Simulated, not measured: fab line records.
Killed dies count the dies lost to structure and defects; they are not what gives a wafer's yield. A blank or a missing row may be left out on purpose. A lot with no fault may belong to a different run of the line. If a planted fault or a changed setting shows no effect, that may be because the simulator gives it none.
A struck lot beside a sound one / flow sky130 / 16 steps out of a route of 708
Sound: these wafers, L704.2, L704.4, L704.6. Struck: wafers L695.3, L695.4 (left out: L695.6, a lot-mate that was not struck); the cause follows at the end.
For every step that has rows: the tool of each side, followed by ch and its chambers, followed by its first start. Under that, the readings that differ: sound wafers / struck wafers / difference of the means / sigmas: that difference in standard deviations of wafers without a fault.
alike: a reading whose means differ by less than 2 such deviations, as well as words and numbers matching on both sides. not compared: withheld readings; readings where some wafer has no value; bounds like >300 that might hide an equal value; numbers whose values overlap and for which the record gives no deviation.
Wherever a step has rows on one side only, a row that says differs or no value, or a row with sigmas, the two part there. Numbers that have no deviation but don't overlap get no sigmas and don't part them. A reading missing from all wafers of one side parts the sides only when that side holds two or more wafers.

first, 3 steps without rows for these wafers: SKY_METAL1_EXPOSE_12 (exposes mask MM1, target cd 140 nm); SKY_METAL1_PEB_13; SKY_METAL1_DEVELOP_14 (develop time 60 s).
SKY_METAL1_CD_MEAS_15 targets a cd of 140 nm.
  sound: cd-sem-02 at day 37 07:39; struck: cd-sem-01 at day 33 11:30
  alike: cd-nm
SKY_METAL1_OVL_MEAS_16:
  sound: overlay-01 at day 37 07:46; struck: overlay-02 at day 33 11:35
  alike: METAL1_OVL
SKY_METAL1_DESCUM_17: chemistry O2, time 8 s.
  sound on rie-metal-01 ch 0,1, day 37 07:47; struck on rie-metal-04 ch 0,1, day 33 11:38
  alike: drypump-motor-current-A, oes-product-au
  not compared: rf-hours-counter-h
SKY_METAL1_ETCH_18: etches BARC in N2/H2, stops on SiO2, time 45.9 s, target depth 60 nm.
  sound on rie-metal-01 ch 0,1, day 37 07:49; struck on rie-metal-04 ch 0,1, day 33 11:40
  alike: drypump-motor-current-A, oes-product-au, throttle-valve-pct
  not compared: rf-hours-counter-h
SKY_METAL1_METAL_ETCH_19: etches the open film in Cl2/BCl3, stops on SiO2, target depth 360 nm, time 78 s.
  sound on rie-metal-01 ch 0,1, day 37 07:53; struck on rie-metal-04 ch 0,1, day 33 11:44
  alike: drypump-motor-current-A, oes-product-au, throttle-valve-pct
  not compared: rf-hours-counter-h
SKY_METAL1_STRIP_20: strips in O2/N2.
  sound on plasma-asher-04 ch 0,1, day 37 07:58; struck on plasma-asher-04 ch 0,1, day 33 11:50
  alike: drypump-motor-current-A, oes-product-au, strip-time-to-endpoint-s
  not compared: rf-hours-counter-h
then, 3 steps without rows for these wafers: SKY_METAL1_STRIP_21 (strips in post etch residue remover, time 1200 s); SKY_METAL1_CLEAN_22 (cleans in IPA, time 180 s); SKY_METAL1_CLEAN_23 (cleans in O3/DIW).
SKY_VIA1_HDPCVD_00: deposits SiO2, target thk 1030 nm, time 171.7 s.
  sound on hdpcvd-02 ch 0,1,2, day 37 08:38; struck on hdpcvd-02 ch 1, day 33 12:23
reading=model.SiO2_of_VIA1_HDPCVD_00.thk-nm (nm); sound=1031 1036 1035; struck=1693 1688; difference=+656; sigmas=
SKY_VIA1_THK_MEAS_01:
  sound: film-metro-03 at day 37 08:45; struck: film-metro-01 at day 33 12:31
reading=VIA1_HDPCVD_THK (nm); sound=1030 1037 1033; struck=1694 1687; difference=+657; sigmas=+68
SKY_VIA1_CMP_02: polishes SiO2.
  sound on cmp-01 ch 0,1, day 37 08:48; struck on cmp-01 ch 0,3, day 33 12:34
  alike: motor-current-A, retaining-ring-pressure-frac
-- the record jumps here: 13 days lie between the struck wafers' starts before and after (it left off in module VIA1 and takes up again in module PAD_OPEN, whose first step shown is number 708 of the route) --
SKY_PAD_OPEN_PROBE_99:
  sound: prober-02 at day 49 03:25; struck: prober-02 at day 46 06:55
  alike: defect-limited-yield, killed_at_M0_to_M3, killed_at_M4_up, killed-at-contacts, killed-at-front-end, killed-at-other, killed-dies, killed-open, killed-short, sort_bin_3_pad_short, sort_bin_5_function, sort_bin_6_memory, sort-n-pass, sort-yield-pct

== WHERE THEY PART ==
Only at SKY_VIA1_THK_MEAS_01, as far as this record shows. Later steps at which nothing parts them and some readings are alike: SKY_VIA1_CMP_02, SKY_PAD_OPEN_PROBE_99.

WHY: what the simulator had put in
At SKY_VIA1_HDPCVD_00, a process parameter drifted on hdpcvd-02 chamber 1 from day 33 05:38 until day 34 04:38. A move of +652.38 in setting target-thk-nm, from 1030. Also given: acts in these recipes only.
